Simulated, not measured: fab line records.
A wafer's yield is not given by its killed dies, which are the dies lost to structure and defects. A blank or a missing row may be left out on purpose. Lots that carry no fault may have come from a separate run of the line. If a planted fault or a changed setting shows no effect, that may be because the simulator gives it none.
Which tool was responsible? | flow gf180mcu | 11 lots, 32 wafers sampled, at 6 steps of a route of 602

WHAT THE GAUGES READ, wafer by wafer
GF_MVPSD_TW_MEAS_11.
lot  | measured     | on            | MVPSD_TW
L546 | day 5 04:19  | film-metro-04 | 560 562 560
L549 | day 5 23:00  | film-metro-01 | 548 549 545
L551 | day 6 03:07  | film-metro-03 | 546 545 546
L553 | day 6 23:20  | film-metro-01 | 553 550
L558 | day 8 01:41  | film-metro-04 | 560 555 561
L559 | day 8 07:18  | film-metro-04 | 561 560 556
L562 | day 8 23:04  | film-metro-04 | 558 560 557
L568 | day 10 13:06 | film-metro-03 | 545 548 545
L569 | day 10 19:28 | film-metro-04 | 567 565 563

TOOL THAT RAN EACH LOT (tool first, then ch and the chambers of the sampled wafers, then the start)
lot  | GF_STI_ETCH_13                    | GF_STI_ETCH_14                  | GF_STI_STRIP_15                     | GF_LVPWELL_STRIP_10                 | GF_MVPSD_STRIP_10
L546 | rie-diel-03 ch 0,1,3, day 2 01:32 | rie-si-01 ch 2,3, day 2 01:37   | plasma-asher-03 ch 0,1, day 2 01:41 | plasma-asher-04 ch 0,1, day 4 01:17 | plasma-asher-04 ch 0,1, day 5 04:12
L549 | rie-diel-02 ch 0,1,2, day 2 21:07 | rie-si-02 ch 0,1, day 2 21:11   | plasma-asher-03 ch 0,1, day 2 21:16 | plasma-asher-03 ch 0,1, day 4 18:50 | plasma-asher-01 ch 0,1, day 5 22:53
L551 | rie-diel-03 ch 1,2, day 3 02:49   | rie-si-02 ch 0,2,3, day 3 02:53 | plasma-asher-03 ch 0,1, day 3 03:00 | plasma-asher-03 ch 0,1, day 4 23:07 | plasma-asher-01 ch 0,1, day 6 03:01
L553 | rie-diel-03 ch 1,2, day 3 14:23   | rie-si-02 ch 2,3, day 3 14:28   | plasma-asher-02 ch 0,1, day 3 14:32 | plasma-asher-03 ch 0,1, day 5 17:02 | plasma-asher-02 ch 0, day 6 23:14
L558 | rie-diel-01 ch 1,2,3, day 4 15:49 | rie-si-01 ch 1,2, day 4 15:53   | plasma-asher-01 ch 0,1, day 4 15:58 | plasma-asher-01 ch 0,1, day 6 16:47 | plasma-asher-01 ch 0,1, day 8 01:35
L559 | rie-diel-01 ch 2,3, day 4 21:29   | rie-si-02 ch 0,3, day 4 21:34   | plasma-asher-01 ch 0,1, day 4 21:38 | plasma-asher-04 ch 0,1, day 6 22:08 | plasma-asher-01 ch 0,1, day 8 07:11
L562 | rie-diel-01 ch 1,2, day 5 11:58   | rie-si-02 ch 0,1,2, day 5 12:02 | plasma-asher-01 ch 0,1, day 5 12:09 | plasma-asher-04 ch 0,1, day 7 13:43 | plasma-asher-02 ch 0,1, day 8 22:58
L566 | rie-diel-01 ch 0,2,3, day 6 08:02 | rie-si-02 ch 0,2, day 6 08:07   | plasma-asher-01 ch 0,1, day 6 08:11 | -                                   | -
L567 | rie-diel-01 ch 0,2,3, day 6 13:56 | rie-si-02 ch 0,2,3, day 6 14:01 | plasma-asher-03 ch 0,1, day 6 14:05 | -                                   | -
L568 | rie-diel-03 ch 0,1,2, day 6 19:35 | rie-si-02 ch 0,2,3, day 6 19:40 | plasma-asher-03 ch 0,1, day 6 19:44 | plasma-asher-01 ch 0,1, day 9 01:17 | plasma-asher-02 ch 0,1, day 10 12:59
L569 | rie-diel-03 ch 0,1,2, day 6 23:37 | rie-si-01 ch 0,1,3, day 6 23:41 | plasma-asher-01 ch 0,1, day 6 23:48 | plasma-asher-03 ch 0,1, day 9 07:16 | plasma-asher-02 ch 0,1, day 10 19:23
- GF_STI_ETCH_13: etches the open film in CHF3/O2, stops on Si, target depth 282.31 nm, time 112.9 s.
- GF_STI_ETCH_14: etches Si in HBr/Cl2/O2, target depth 360 nm, time 102.9 s.
- GF_STI_STRIP_15: strips in O2/N2.
- GF_LVPWELL_STRIP_10: strips in O2/N2.
- GF_MVPSD_STRIP_10: strips in O2/N2.

THE ANSWER, worked out from the rows above alone
Rule: the lots themselves supply what counts as usual. The widest of any qualifying gaps counts: lots, ordered by their means at a reading, are off when they make up no more than a third of the lots, leave a main group of 4 or more, and stand apart from it by 3 or more times the standard deviation of that group's means. A main group is skipped when, at the precision printed for the reading in the tables above, its means are all equal. A lot without any number at a reading at which 4 lots or more have one is off too. The other lots that the step has rows for count as sound.
Across all readings shown, no lot is off: no conclusion can be drawn from this.

WHAT THE SIMULATOR HAD PUT IN
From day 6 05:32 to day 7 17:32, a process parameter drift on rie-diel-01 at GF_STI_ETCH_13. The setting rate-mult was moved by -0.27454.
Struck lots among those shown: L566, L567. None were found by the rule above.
